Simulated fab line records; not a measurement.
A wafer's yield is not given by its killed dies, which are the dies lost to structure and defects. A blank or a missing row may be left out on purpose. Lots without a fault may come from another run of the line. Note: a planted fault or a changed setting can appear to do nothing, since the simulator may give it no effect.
Check for tools in common || flow gf180mcu || Lots sampled 14, wafers sampled 42

WHY IT WAS OPENED
Of 14 lots, 2 have the reading HV_LDD_2_TW flagged at GF_HV_LDD_TW_MEAS_23. No-fault wafers: 1057, standard deviation 10.
Rule: a lot is flagged when every wafer of it that has a number lies more than 4 standard deviations from that mean, or none has a number. As for the other lots, they are considered sound.

{"lot": "L959", "measured": "day 10 20:25", "on": "film metro-04", "HV_LDD_2_TW, wafer by wafer": "1072 1065 1060", "flag": ""}
{"lot": "L960", "measured": "day 11 04:18", "on": "film metro-01", "HV_LDD_2_TW, wafer by wafer": "1066 1072 1068", "flag": ""}
{"lot": "L963", "measured": "day 12 00:22", "on": "film metro-01", "HV_LDD_2_TW, wafer by wafer": "1059 1064 1058", "flag": ""}
{"lot": "L964", "measured": "day 12 10:31", "on": "film metro-01", "HV_LDD_2_TW, wafer by wafer": "1066 1060 1066", "flag": ""}
{"lot": "L965", "measured": "day 12 18:06", "on": "film metro-01", "HV_LDD_2_TW, wafer by wafer": "1059 1065 1055", "flag": ""}
{"lot": "L966", "measured": "day 13 00:25", "on": "film metro-01", "HV_LDD_2_TW, wafer by wafer": "1060 1067 1069", "flag": ""}
{"lot": "L968", "measured": "day 13 13:41", "on": "film metro-02", "HV_LDD_2_TW, wafer by wafer": "1043 1047 1047", "flag": ""}
{"lot": "L971", "measured": "day 14 14:38", "on": "film metro-02", "HV_LDD_2_TW, wafer by wafer": "1046 1046 1048", "flag": ""}
{"lot": "L973", "measured": "day 15 03:10", "on": "film metro-01", "HV_LDD_2_TW, wafer by wafer": "989 995 982", "flag": "FLAGGED"}
{"lot": "L974", "measured": "day 15 10:52", "on": "film metro-04", "HV_LDD_2_TW, wafer by wafer": "1066 1067 1066", "flag": ""}
{"lot": "L975", "measured": "day 15 20:32", "on": "film metro-02", "HV_LDD_2_TW, wafer by wafer": "968 963 967", "flag": "FLAGGED"}
{"lot": "L976", "measured": "day 16 02:49", "on": "film metro-02", "HV_LDD_2_TW, wafer by wafer": "1041 1048 1042", "flag": ""}
{"lot": "L979", "measured": "day 17 01:28", "on": "film metro-04", "HV_LDD_2_TW, wafer by wafer": "1058 1068 1056", "flag": ""}
{"lot": "L982", "measured": "day 18 03:50", "on": "film metro-01", "HV_LDD_2_TW, wafer by wafer": "1062 1065 1066", "flag": ""}
On average the flagged lots' numbers are 977, which is -80 against the usual, or -8 standard deviations.

EACH LOT AND THE TOOL IT RAN ON
The record keeps 1 process step preceding the reading, out of 602 steps on the route. In each cell: the tool, then ch and the chambers that the sampled wafers went through, then the start.
{"lot": "L959", "flag": "", "GF_HV_LDD_IMPLANT_21": "implanter-01 ch 0, day 10 20:10"}
{"lot": "L960", "flag": "", "GF_HV_LDD_IMPLANT_21": "implanter-04 ch 0, day 11 04:03"}
{"lot": "L963", "flag": "", "GF_HV_LDD_IMPLANT_21": "implanter-04 ch 0, day 12 00:07"}
{"lot": "L964", "flag": "", "GF_HV_LDD_IMPLANT_21": "implanter-03 ch 0, day 12 10:17"}
{"lot": "L965", "flag": "", "GF_HV_LDD_IMPLANT_21": "implanter-01 ch 0, day 12 17:51"}
{"lot": "L966", "flag": "", "GF_HV_LDD_IMPLANT_21": "implanter-01 ch 0, day 13 00:11"}
{"lot": "L968", "flag": "", "GF_HV_LDD_IMPLANT_21": "implanter-03 ch 0, day 13 13:26"}
{"lot": "L971", "flag": "", "GF_HV_LDD_IMPLANT_21": "implanter-03 ch 0, day 14 14:23"}
{"lot": "L973", "flag": "FLAGGED", "GF_HV_LDD_IMPLANT_21": "implanter-03 ch 0, day 15 02:55"}
{"lot": "L974", "flag": "", "GF_HV_LDD_IMPLANT_21": "implanter-01 ch 0, day 15 10:37"}
{"lot": "L975", "flag": "FLAGGED", "GF_HV_LDD_IMPLANT_21": "implanter-03 ch 0, day 15 20:17"}
{"lot": "L976", "flag": "", "GF_HV_LDD_IMPLANT_21": "implanter-04 ch 0, day 16 02:34"}
{"lot": "L979", "flag": "", "GF_HV_LDD_IMPLANT_21": "implanter-01 ch 0, day 17 01:14"}
{"lot": "L982", "flag": "", "GF_HV_LDD_IMPLANT_21": "implanter-01 ch 0, day 18 03:35"}
What these steps do:
- GF_HV_LDD_IMPLANT_21
- GF_HV_LDD_TW_MEAS_23

FLAGGED OVER TOTAL, TOOL BY TOOL (the gauges that took the reading come last)
{"step": "GF_HV_LDD_IMPLANT_21", "tool": "implanter-01", "lots run": 6, "flagged": 0, "share of the flagged lots": "none", "sound lots run after its first flagged lot": "-"}
{"step": "GF_HV_LDD_IMPLANT_21", "tool": "implanter-03", "lots run": 5, "flagged": 2, "share of the flagged lots": "all", "sound lots run after its first flagged lot": 0}
{"step": "GF_HV_LDD_IMPLANT_21", "tool": "implanter-04", "lots run": 3, "flagged": 0, "share of the flagged lots": "none", "sound lots run after its first flagged lot": "-"}
{"step": "GF_HV_LDD_TW_MEAS_23", "tool": "film metro-01", "lots run": 7, "flagged": 1, "share of the flagged lots": "some", "sound lots run after its first flagged lot": "1 (L982)"}
{"step": "GF_HV_LDD_TW_MEAS_23", "tool": "film metro-02", "lots run": 4, "flagged": 1, "share of the flagged lots": "some", "sound lots run after its first flagged lot": "1 (L976)"}
{"step": "GF_HV_LDD_TW_MEAS_23", "tool": "film metro-04", "lots run": 3, "flagged": 0, "share of the flagged lots": "none", "sound lots run after its first flagged lot": "-"}

WHAT IS ALLOWED BY THE TABLE
In the table, 1 row covers all flagged lots: implanter-03 at GF_HV_LDD_IMPLANT_21.
- implanter-03 at GF_HV_LDD_IMPLANT_21 ran 5 lots, 2 of them flagged. It ran its last sound lot, L971, at day 14 14:23 and its first flagged lot, L973, at day 15 02:55: a fault with its onset between the two fits. Its own readings (beam on s, faraday current uA) fall more than 4 standard deviations out on all wafers of the flagged lots.
What remains is a single tool, implanter-03 at GF_HV_LDD_IMPLANT_21.

WHAT HAD BEEN PUT IN BY THE SIMULATOR
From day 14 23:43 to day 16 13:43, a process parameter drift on implanter-03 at GF_HV_LDD_IMPLANT_21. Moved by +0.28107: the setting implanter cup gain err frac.
Struck lots among those shown: L973, L975. The rule above found the same.
